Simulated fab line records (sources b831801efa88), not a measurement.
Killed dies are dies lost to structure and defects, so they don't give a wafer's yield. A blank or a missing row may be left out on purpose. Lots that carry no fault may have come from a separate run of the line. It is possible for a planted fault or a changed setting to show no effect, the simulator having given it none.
fab line records ; flow sky130
[record] lots = 14; wafers = 42; last-day = 50
route steps=708 shown SONOS_TUNNEL@160
lots untouched by any fault: they come from a run of this same line in which no faults occurred
start-h: hours from the record's opening day to when the first of the lot's shown wafers began ; wait-h: hours elapsed since this lot's preceding step ; " the same as in the row above ; L1.1+2: a row that stands for several wafers ; - either no value or no given start ; * or withheld: withheld ; < > ~ a bound
route shown NAME@n: a module of which the file shows steps, and the number in the route of the first ; usual: mean/standard deviation taken from wafers without a fault ; same: alike in all rows ; chamber/n: place in a boat ; sites: the reading at each site ; _std_site: how widely they spread, as a standard deviation ; _edge_site: inner sites' mean taken away from outer sites' mean ; radius-mm: for every site, how far away it sits from the centre of the wafer ; mask NAME#n: copy n ; behind: tool/chamber where the wafer was last shaped ; hold: cause of the lot's hold/its duration in hours/its outcome ; device: whichever transistor did not switch (one of n, p or np) ; end of line: at the end of the route, the tests of the same wafers ; a step given without rows: its recipe and nothing more ; killed: dies that structure and defects cost at the first sort, which is not the same as the wafer's yield ; map: dies across one wafer; x = killed, . = not, _ = none there
set.NAME: the setting as run; set.NAME@STEP: as run at that earlier step ; model.NAME: the simulator's own value behind a step, which no gauge read
the route's steps for a sample of lots (tables are steps, rows are wafers)
services: the hour from which a tool's chamber was out of use, counted from the record's first day as start-h (under 0 if before that day), plus the number of hours and why
[[steps]]
[step SKY_SONOS_TUNNEL_DEVELOP_06]
[recipe] resist = NOVOLAK; developer = TMAH; develop-time-s = 60.75; dev-temp-c = 23
[usual] chill-plate-temp-C = 22.98/0.1; develop-time-s = 60.75/0
lot.wafer;tool;chamber;start-h;wait-h;chill-plate-temp-C;develop-time-s
L330.1;litho-track-04;0;249.99;0.1;22.95;60.75
L330.3;litho-track-04;0;249.99;0.1;22.99;60.75
L330.6;litho-track-04;0;249.99;0.1;23.00;60.75
L331.3;litho-track-04;0;263.04;0.1;23.13;60.75
L331.5;litho-track-04;0;263.04;0.1;23.07;60.75
L331.6;litho-track-04;0;263.04;0.1;22.99;60.75
L333.1;litho-track-03;0;272.78;0.1;23.07;60.75
L333.2;litho-track-03;0;272.78;0.1;23.10;60.75
L333.3;litho-track-03;0;272.78;0.1;23.10;60.75
L336.1;litho-track-03;0;298.88;0.1;23.16;60.75
L336.2;litho-track-03;0;298.88;0.1;22.91;60.75
L336.3;litho-track-03;0;298.88;0.1;23.02;60.75
L337.3;litho-track-04;0;305.09;0.1;23.00;60.75
L337.4;litho-track-04;0;305.09;0.1;23.20;60.75
L337.6;litho-track-04;0;305.09;0.1;23.03;60.75
L338.1;litho-track-03;0;308.78;0.1;22.93;60.75
L338.2;litho-track-03;0;308.78;0.1;22.97;60.75
L338.4;litho-track-03;0;308.78;0.1;23.01;60.75
L339.1;litho-track-03;0;316.68;0.1;23.01;60.75
L339.3;litho-track-03;0;316.68;0.1;23.01;60.75
L339.4;litho-track-03;0;316.68;0.1;23.01;60.75
L340.1;litho-track-01;0;325.17;0.1;22.93;60.75
L340.2;litho-track-01;0;325.17;0.1;22.84;60.75
L340.6;litho-track-01;0;325.17;0.1;22.95;60.75
L341.3;litho-track-03;0;340.98;0.1;23.08;60.75
L341.5;litho-track-03;0;340.98;0.1;22.99;60.75
L341.6;litho-track-03;0;340.98;0.1;23.02;60.75
L342.1;litho-track-01;-;342.87;0.1;-;-
L342.5;litho-track-01;-;342.87;0.1;-;-
L342.6;litho-track-01;-;342.87;0.1;-;-
L343.2;litho-track-03;-;351.60;0.1;-;-
L343.5;litho-track-03;-;351.60;0.1;-;-
L343.6;litho-track-03;-;351.60;0.1;-;-
L350.2;litho-track-03;0;406.35;0.1;22.80;60.75
L350.4;litho-track-03;0;406.35;0.1;22.94;60.75
L350.5;litho-track-03;0;406.35;0.1;22.95;60.75
L351.2;litho-track-03;0;411.55;0.1;23.11;60.75
L351.4;litho-track-03;0;411.55;0.1;23.09;60.75
L351.6;litho-track-03;0;411.55;0.1;23.12;60.75
L352.4;litho-track-01;0;425.65;0.1;23.04;60.75
L352.5;litho-track-01;0;425.65;0.1;23.10;60.75
L352.6;litho-track-01;0;425.65;0.1;22.91;60.75
[[services]]
tool;chamber;start-h;hours;kind
litho-track-03;-;399.84;-;consumable-replace:filter
[[key]]
[first-sign] step = SKY_SONOS_TUNNEL_DEVELOP_06; reading = tool-record; direction = missing
effect none on later readings
met-at SKY_SONOS_TUNNEL_DEVELOP_06
struck-lots L342,L343
later-rows-left-out L342.1,L342.5,L342.6,L343.2,L343.5,L343.6
sort-left-out L342.1,L342.5,L342.6,L343.2,L343.5,L343.6
tester-left-out L342,L343
onset-between 340.98 342.87
[fault] kind = skipped-step-whole; tool = litho-track-01,litho-track-03; chamber = -; onset-h = 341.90; steps = SKY_SONOS_TUNNEL_DEVELOP_06; scope = struck-lots-only
// tester-left-out: of these lots the tester's yield and bins aren't shown, on N5 and GAA mostly nor the transistor test; their killed dies are dies lost to structure and defects alone, not to doping, threshold or leakage, so they don't give the yield
// sort-left-out: the simulated sort isn't trusted on such a fault, so these wafers' sort isn't shown, and their yield isn't known
// later-rows-left-out: the simulator's readings of these wafers behind a module that went badly wrong aren't trusted and aren't shown, but for the sort
